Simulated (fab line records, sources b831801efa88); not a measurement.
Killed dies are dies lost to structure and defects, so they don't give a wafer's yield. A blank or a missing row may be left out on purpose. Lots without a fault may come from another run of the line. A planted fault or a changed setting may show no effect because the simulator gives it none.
Which tool did it? | flow sky130 | 6 lots, 18 wafers sampled, at 2 steps of a route of 708

WHAT THE GAUGES READ, wafer by wafer
SKY_LDD_N_OVL_MEAS_07.
lot  | measured     | on         | LDD_N_OVL (nm)
L632 | day 18 01:51 | overlay-01 | 1.9 1.5 -0.2
L637 | day 20 10:25 | overlay-02 | -1.3 -2.0 -3.3
L638 | day 21 02:04 | overlay-02 | -1.1 -1.1 -0.8
L640 | day 22 01:26 | overlay-01 | -1.3 -0.8 0.3
L645 | day 23 08:41 | overlay-02 | -1.1 1.6 1.8
L652 | day 25 19:33 | overlay-02 | 0.7 0.4 1.5

WHICH TOOL RAN EACH LOT (tool, then ch and the chambers of the sampled wafers, then the start)
lot  | SKY_LDD_N_EXPOSE_04
L632 | iline_stepper-01 ch 0, day 17 11:02
L637 | iline_stepper-01 ch 0, day 19 18:53
L638 | iline_stepper-02 ch 0, day 20 11:17
L640 | iline_stepper-02 ch 0, day 21 10:43
L645 | iline_stepper-01 ch 0, day 22 17:44
L652 | iline_stepper-01 ch 0, day 25 05:02
- SKY_LDD_N_EXPOSE_04: exposes mask NTM, target cd 840 nm.

THE ANSWER, worked out from the rows above alone
Rule: what is usual is taken from the lots themselves. Put in order of their means at a reading, lots are off if they are a third of the lots or fewer, leave a main group of 4 or more, and stand apart from it by a gap of 3 or more times the standard deviation of the main group's means; of several such gaps the widest counts. A main group whose means are all the same, to the digits that the tables above print for the reading, isn't used. A lot without any number at a reading at which 4 lots or more have one is off too. The other lots that the step has rows for count as sound.
No lot is off at any reading shown: from this, nothing can be told.

WHAT THE SIMULATOR HAD PUT IN
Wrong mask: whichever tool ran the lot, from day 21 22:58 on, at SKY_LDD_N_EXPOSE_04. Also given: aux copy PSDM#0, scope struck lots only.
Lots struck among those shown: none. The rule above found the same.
